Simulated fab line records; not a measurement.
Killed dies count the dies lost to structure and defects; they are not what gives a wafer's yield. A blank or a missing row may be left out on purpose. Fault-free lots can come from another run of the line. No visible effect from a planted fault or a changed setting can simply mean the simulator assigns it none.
8D (eight disciplines) problem report, filled in by code :: flow sky130 :: the parts of the form that need people (team, actions taken, sign-off) are left out

1. WHAT IS WRONG
Mean of doseIonsCm2 at SKY_SD_P_IMPLANT_09: 3.0861e+15 across 6 wafers in 2 lots; on wafers with no fault it is 3.0003e+15 (standard deviation 2.5e+12). Relative to the usual mean, that is a shift of +34 standard deviations.
First seen on wafer L815.2, day 28 05:23, on implanter-04. Wafers with a number at this step in the record: 39, from 13 lots. The rule behind "out" and "out of limits": a value lying over 4 standard deviations away from the usual mean. All remaining wafers that have a number are taken as sound.

2. WHAT IT IS AND WHAT IT IS NOT
question: which readings at this step
is: doseIonsCm2
is not: endStationPressureTorr

question: which lots
is: L815, L818
is not: L808, L821, L822, L823, L824, L825, L827, L828, L829, L830, L831

question: which wafers of those lots
is: all that have a number
is not: -

question: read on which tools
is: implanter-04
is not: implanter-01, implanter-03

question: when
is: from day 28 05:23
is not: up to then (3 sound wafers); but 30 sound wafers of L821, L822, L823, L824, L825, L827, L828, L829, L830, L831 came after

3. WHAT RULES OUT EACH SUSPECT
Counting: a tool stays on the suspect list if, at a process step up to the reading, it processed all lots that are out and no sound lot following the first of them.
- rieDiel-01 at SKY_POLY_GATE_ETCH_15 (etches BARC in N2/H2, stops on SiO2, time 118.5 s, target depth 110 nm): ruled out as a lasting fault. Sound lots L824 ran on it after its first lot that is out, L815 (day 19 05:31).
- implanter-04 at SKY_SD_P_IMPLANT_09: ruled out as a lasting fault. Sound lots L825, L828, L829 ran on it after its first lot that is out, L815 (day 28 05:23).
Left after counting: nothing in the record.

4. THE CAUSE (what the simulator had put in)
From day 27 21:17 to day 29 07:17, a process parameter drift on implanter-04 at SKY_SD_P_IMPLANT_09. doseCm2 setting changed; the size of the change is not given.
Counting ruled it out, wrongly.

5. THE EFFECT CHAIN, in route order
Each row: a reading where the mean over the struck wafers with a number is more than 3 standard deviations away from the usual. Only readings whose record carries a usual standard deviation are examined. hours: median over the lots of the time between each lot's start at the first step of this table that gives one and its start at this step. sigmas: the change, counted in usual standard deviations.
hours: 0
step: SKY_SD_P_IMPLANT_09
reading: doseIonsCm2
usual: 3.0003e+15
on struck wafers: 3.0861e+15
change: +8.5783e+13
sigmas: +34
Process steps it contains:
- SKY_SD_P_IMPLANT_09
Later steps that measure or inspect, where all struck wafers having a row at the step show a number for every such reading and not one has moved that far: SKY_SD_N_RS_MEAS_16.

6. HOW IT WOULD HAVE BEEN CAUGHT EARLIER
8 hours passed between the start of the fault at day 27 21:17 and the first reading out of limits in this record, taken at day 28 05:23.
